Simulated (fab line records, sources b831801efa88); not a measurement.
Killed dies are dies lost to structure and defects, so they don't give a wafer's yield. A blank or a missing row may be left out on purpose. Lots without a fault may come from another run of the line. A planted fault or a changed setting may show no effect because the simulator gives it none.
A struck lot beside a sound one | flow sky130 | 16 steps out of a route of 708
Sound: wafers L658.1, L658.3, L658.4. Struck: wafers L667.1, L667.3, L667.4. The cause comes at the end.
At each step with rows: each side's tool, then ch and its chambers, then its first start. Under that, the readings that differ: sound wafers | struck wafers | difference of the means | sigmas: that difference in standard deviations of wafers without a fault.
alike: readings whose means differ by less than 2 such deviations, and words and numbers that are the same on both sides. not compared: withheld readings, readings that some wafer has no value for, bounds like >300 that may hide the same value, and numbers for which the record gives no deviation and whose values overlap.
The two part at a step that has a row with sigmas, a row that says differs or no value, or rows on one side only. Numbers that don't overlap but have no deviation are shown without sigmas and don't part them. A reading that every wafer of one side lacks parts them only if that side has two wafers or more.

first, 5 steps without rows for these wafers: SKY_POLY_GATE_COAT_08 (resist thk 450 nm); SKY_POLY_GATE_SOFTBAKE_09 (time 90 s); SKY_POLY_GATE_EXPOSE_10 (exposes mask P1M, target cd 150 nm); SKY_POLY_GATE_PEB_11; SKY_POLY_GATE_DEVELOP_12 (develop time 60 s).
SKY_POLY_GATE_CD_MEAS_13: target cd 150 nm.
  sound on cd_sem-01, day 18 17:13; struck on cd_sem-02, day 21 02:04
  alike: cd_nm
SKY_POLY_GATE_OVL_MEAS_14:
  sound on overlay-02, day 18 17:20; struck on overlay-01, day 21 02:11
  alike: POLY_GATE_OVL
SKY_POLY_GATE_ETCH_15: etches BARC in N2/H2, stops on SiO2, time 118.5 s, target depth 110 nm.
  sound on rie_diel-03 ch 1,2, day 18 17:23; struck on rie_diel-01 ch 1,2,3, day 21 02:13
  alike: drypump_motor_current_A, oes_product_au, throttle_valve_pct
  not compared: rf_hours_counter_h
SKY_POLY_GATE_ETCH_16: etches Si3N4 in CH3F/O2, stops on poly-Si, time 147.5 s, target depth 75 nm.
  sound on rie_diel-03 ch 1,2, day 18 17:28; struck on rie_diel-01 ch 1,2,3, day 21 02:18
  alike: O2_flow_sccm, drypump_motor_current_A, oes_product_au, throttle_valve_pct
  not compared: rf_hours_counter_h
SKY_POLY_GATE_ETCH_17: etches poly-Si in HBr/Cl2, stops on SiO2, target depth 180 nm, time 70.5 s.
  sound on rie_si-01 ch 0,1,3, day 18 17:34; struck on rie_si-01 ch 0,1,2, day 21 02:24
  alike: drypump_motor_current_A, oes_product_au, throttle_valve_pct
  not compared: rf_hours_counter_h
SKY_POLY_GATE_STRIP_18: strips in O2/N2.
  sound on plasma_asher-03 ch 0,1, day 18 17:37; struck on plasma_asher-03 ch 0,1, day 21 02:27
  alike: drypump_motor_current_A, oes_product_au, strip_time_to_endpoint_s
  not compared: rf_hours_counter_h
then, 1 step without rows for these wafers: SKY_POLY_GATE_CLEAN_19 (cleans in SC1/SC2, time 150 s).
SKY_POLY_GATE_OXIDATION_20: stabilise 600 s, purge 300 s, target thk 4 nm.
  sound on furnace-02 ch 0, day 18 18:44; struck on furnace-02 ch 0, day 21 02:37
  reading                                          | sound             | struck           | difference | sigmas
  model.SiO2_of_POLY_GATE_OXIDATION_20.thk_nm (nm) | 4.039 4.019 4.003 | 4.615 4.65 4.607 | +0.604     |
  alike: spike_tc_bottom_C, tube_center_temp_C_max
SKY_POLY_GATE_THK_MEAS_21:
  sound on film_metro-03, day 18 19:59; struck on film_metro-03, day 21 04:05
  reading                      | sound          | struck         | difference | sigmas
  POLY_GATE_OXIDATION_THK (nm) | 4.04 4.04 3.96 | 4.61 4.69 4.62 | +0.63      | +8
  not compared: hold
SKY_POLY_GATE_CD_MEAS_22:
  sound on cd_sem-01, day 18 20:03; struck on cd_sem-01, day 21 10:19
  reading | sound | struck                                                                     | difference                   | sigmas
  hold    | - - - | await_dispo/6.2h/release await_dispo/6.2h/release await_dispo/6.2h/release | no value on the sound wafers |
  alike: cd_nm
-- the record jumps here: 27 days lie between the struck wafers' starts before and after (it left off in module POLY_GATE and takes up again in module PAD_OPEN, whose first step shown is number 708 of the route) --
SKY_PAD_OPEN_PROBE_99:
  sound on prober-02, day 47 05:01; struck on prober-01, day 48 17:06
  reading                     | sound             | struck            | difference | sigmas
  killed_at_contacts          | 13 22 26          | 24 37 44          | +15        | +3
  killed_dies                 | 72 82 79          | 79 100 118        | +21        | +2
  killed_open                 | 34 44 41          | 45 57 75          | +19        | +3
  model.etest.tip_n.rs_ohm_sq | 441.1 437.7 439.5 | 449.6 448.9 445.4 | +8.5       |
  alike: killed_at_M0_to_M3, killed_at_M4_up, killed_at_front_end, killed_at_other, killed_on_rim, killed_short

WHERE THEY PART
First at SKY_POLY_GATE_THK_MEAS_21; last, within this record, at SKY_PAD_OPEN_PROBE_99.

WHY: what the simulator had put in
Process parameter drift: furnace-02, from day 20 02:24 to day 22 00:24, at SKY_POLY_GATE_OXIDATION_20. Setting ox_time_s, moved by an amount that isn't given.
